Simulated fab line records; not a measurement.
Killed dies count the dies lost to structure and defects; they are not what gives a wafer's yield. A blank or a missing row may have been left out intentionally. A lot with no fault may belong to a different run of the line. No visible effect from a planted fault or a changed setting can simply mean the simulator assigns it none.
Which tool did it? ; flow sky130 ; at 1 step of a route of 708, 10 lots with 30 wafers sampled

== WHAT EACH GAUGE READ, for each wafer ==
SKY_GATE_OXIDE_THK_MEAS_02.
lot;measured;on;GATE_OXIDE_OXIDATION_00_THK (nm)
L150;day 13 21:07;film-metro-02;10.11 10.11 10.21
L153;day 15 03:47;film-metro-02;10.38 10.26 10.29
L152;day 15 03:48;film-metro-01;10.18 10.24 10.14
L160;day 16 12:19;film-metro-02;10.10 10.12 10.11
L161;day 16 19:26;film-metro-01;9.82 10.22 10.06
L163;day 17 10:59;film-metro-01;10.12 10.25 10.24
L166;day 18 15:44;film-metro-01;10.20 10.32 9.98
L167;day 18 22:34;film-metro-02;10.11 10.45 10.28
L168;day 19 12:53;film-metro-02;10.28 10.31 10.28
L170;day 20 01:02;film-metro-02;10.02 10.02 9.95

== EACH LOT AND THE TOOL THAT RAN IT (in order: tool; ch and the chambers of the sampled wafers; start) ==
Before these readings, the record contains no process step.

== THE ANSWER, worked out from the rows above alone ==
Rule: what is usual is taken from the lots themselves. The widest of any qualifying gaps counts: lots, ordered by their means at a reading, are off when they make up no more than a third of the lots, leave a main group of 4 or more, and stand apart from it by 3 or more times the standard deviation of that group's means. If all means in a main group match to the digits the tables above print for the reading, that group is not used. A lot without any number at a reading at which 4 lots or more have one is off too. The other lots that the step has rows for count as sound.
No lot is off at any reading shown: from this, nothing can be told.

== WHAT THE SIMULATOR HAD PUT IN ==
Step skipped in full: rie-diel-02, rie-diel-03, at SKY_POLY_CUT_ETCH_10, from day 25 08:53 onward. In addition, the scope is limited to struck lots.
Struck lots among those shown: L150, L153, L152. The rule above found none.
